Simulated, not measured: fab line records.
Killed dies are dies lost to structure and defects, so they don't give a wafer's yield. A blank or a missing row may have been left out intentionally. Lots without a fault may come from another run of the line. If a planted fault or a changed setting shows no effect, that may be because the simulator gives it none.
Struck lot and sound lot, side by side + flow sky130 + 38 steps out of a route of 708
Sound: wafers L768.3, L768.5, L768.6. The struck wafers were L767.2, L767.4, L767.6. At the end, the cause is stated.
For every step that has rows: the tool of each side, followed by ch and its chambers, followed by its first start. Under that, the readings that differ: sound wafers + struck wafers + difference of the means + sigmas: that difference in standard deviations of wafers without a fault.
alike: readings whose means differ by less than 2 such deviations, and words and numbers that are the same on both sides. not compared: withheld readings, readings that some wafer has no value for, bounds like >300 that may hide the same value, and numbers for which the record gives no deviation and whose values overlap.
Wherever a step has rows on one side only, a row that says differs or no value, or a row with sigmas, the two part there. When numbers do not overlap yet have no deviation, they are printed without sigmas and do not part them. A reading missing from all wafers of one side parts the sides only when that side holds two or more wafers.

first, 10 steps without rows for these wafers: SKY_FIELD_ISO_STRIP_16 (strips in O2/N2); SKY_FIELD_ISO_ETCH_17 (etches Si in HBr/Cl2/O2, target depth 342 nm, time 97.7 s); SKY_FIELD_ISO_WET_ETCH_18 (etches Si3N4 in H3PO4, target depth 25 nm, time 286 s); SKY_FIELD_ISO_CLEAN_19 (cleans in SC1/SC2, time 150 s); SKY_FIELD_ISO_CLEAN_20 (cleans in dHF, time 20 s); SKY_FIELD_ISO_WET_ETCH_21 (etches SiO2 in dHF, target depth 20 nm, time 400 s); SKY_FIELD_ISO_OXIDATION_22 (stabilise 600 s, purge 300 s, target thk 10 nm); SKY_FIELD_ISO_CVD_24 (deposits SiO2, target thk 595 nm, time 99.2 s); SKY_FIELD_ISO_ANNEAL_26 (time 1800 s); SKY_FIELD_ISO_CMP_27 (polishes, stops on Si3N4, t overpolish 16 s, target thk 457.8 nm).
SKY_FIELD_ISO_WET_ETCH_28: etches SiO2 in dHF, target depth 23.7 nm, time 47 s.
  sound on wet-bench-04 ch 3, day 4 07:22; struck on wet-bench-01 ch 3, day 4 02:12
| reading                                    | sound           | struck            | difference | sigmas |
|--------------------------------------------|-----------------|-------------------|------------|--------|
| run-length-s (s)                           | 78.1 78.1 78.1  | 135.1 135.1 135.1 | +57.0      | +20    |
| model.SiO2_of_FIELD_ISO_CVD_24.thk-nm (nm) | 434.8 433 436.5 | 401.2 401.6 403   | -32.8      |        |
  not compared: model.Si3N4_of_FIELD_ISO_CVD_03.thk-nm
then, 25 steps without rows for these wafers: SKY_FIELD_ISO_WET_ETCH_29 (etches Si3N4 in H3PO4, target depth 160 nm, time 1825 s); SKY_FIELD_ISO_WET_ETCH_30 (etches SiO2 in dHF, target depth 25 nm, time 50 s); SKY_NWELL_CLEAN_00 (cleans in SC1/SC2, time 150 s); SKY_NWELL_OXIDATION_01 (stabilise 600 s, purge 300 s, target thk 10 nm); SKY_DNWELL_DEHYDRATE_00 (time 60 s); SKY_DNWELL_HMDS_01 (prime time 60 s); SKY_DNWELL_COAT_02 (resist thk 3000 nm); SKY_DNWELL_SOFTBAKE_03; SKY_DNWELL_EXPOSE_04 (exposes mask DNM, target cd 3000 nm); SKY_DNWELL_PEB_05; SKY_DNWELL_DEVELOP_06 (develop time 60 s); SKY_DNWELL_IMPLANT_07; SKY_DNWELL_STRIP_08 (strips in O2/N2); SKY_PWDE_DEHYDRATE_00 (time 60 s); SKY_PWDE_HMDS_01 (prime time 60 s); SKY_PWDE_COAT_02 (resist thk 3000 nm); SKY_PWDE_SOFTBAKE_03; SKY_PWDE_EXPOSE_04 (exposes mask PWDEM, target cd 840 nm); SKY_PWDE_PEB_05; SKY_PWDE_DEVELOP_06 (develop time 60 s); SKY_PWDE_IMPLANT_08; SKY_PWDE_STRIP_09 (strips in O2/N2); SKY_NWELL_DEHYDRATE_03 (time 60 s); SKY_NWELL_HMDS_04 (prime time 60 s); SKY_NWELL_COAT_05 (resist thk 3000 nm).
-- the record jumps here: 27 days lie between the struck wafers' starts before and after (it left off in module NWELL and takes up again in module SALICIDE, whose first step shown is number 361 of the route) --
SKY_SALICIDE_CLEAN_00: cleans in HF-last, time 30 s.
  sound on wet-bench-03 ch 0, day 31 00:46; struck on wet-bench-02 ch 3, day 30 17:51
| reading                                    | sound             | struck            | difference | sigmas |
|--------------------------------------------|-------------------|-------------------|------------|--------|
| model.SiO2_of_FIELD_ISO_CVD_24.thk-nm (nm) | 359.5 357.6 361.1 | 325.9 326.3 327.9 | -32.7      |        |
-- the record jumps here: 17 days lie between the struck wafers' starts before and after (it left off in module SALICIDE and takes up again in module PAD_OPEN, whose first step shown is number 708 of the route) --
SKY_PAD_OPEN_PROBE_99:
  struck on prober-02, day 47 23:55; sound on prober-01, day 48 03:45
| reading                                 | sound                         | struck                        | difference | sigmas |
|-----------------------------------------|-------------------------------|-------------------------------|------------|--------|
| model.etest.res_p_drift_20v.line-ohm-um | 1.244e+04 1.231e+04 1.23e+04  | 9870 9592 9610                | -2659      |        |
| model.etest.res_p_drift_20v.rs-ohm-sq   | 1.047e+04 1.032e+04 1.018e+04 | 8164 8018 8065                | -2241      |        |
| model.etest.pfet_16v.r-on-ohm-um        | 1.543e+04 1.531e+04 1.52e+04  | 1.445e+04 1.442e+04 1.445e+04 | -8.733e+02 |        |
| model.etest.res-iso-pwell.rs-ohm-sq     | 2897 2848 2840                | 2255 2211 2248                | -624       |        |
| model.etest.res-iso-pwell.line-ohm-um   | 1089 1070 1071                | 845.2 836 836.4               | -237.5     |        |
| model.etest.res-nwell.line-ohm-um       | 1179 1173 1183                | 1045 1042 1033                | -138       |        |
| model.etest.res-nwell.rs-ohm-sq         | 982.8 977.2 972.6             | 845.3 845.3 841.4             | -133.5     |        |
| model.etest.cap-li-to-poly.c-af-um2     | 98.69 100.8 97.22             | 88.62 91.51 93.84             | -7.58      |        |
  alike: killed_at_M0_to_M3, killed_at_M4_up, killed-at-contacts, killed-at-front-end, killed-at-other, killed-dies, killed-open, killed-short

== WHERE THEY PART ==
Within this record, at SKY_FIELD_ISO_WET_ETCH_28 only. Later steps at which nothing parts them and some readings are alike: SKY_PAD_OPEN_PROBE_99.

WHY: what the simulator had put in
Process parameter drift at SKY_FIELD_ISO_WET_ETCH_28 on wet-bench-01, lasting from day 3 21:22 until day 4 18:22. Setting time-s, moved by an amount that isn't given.
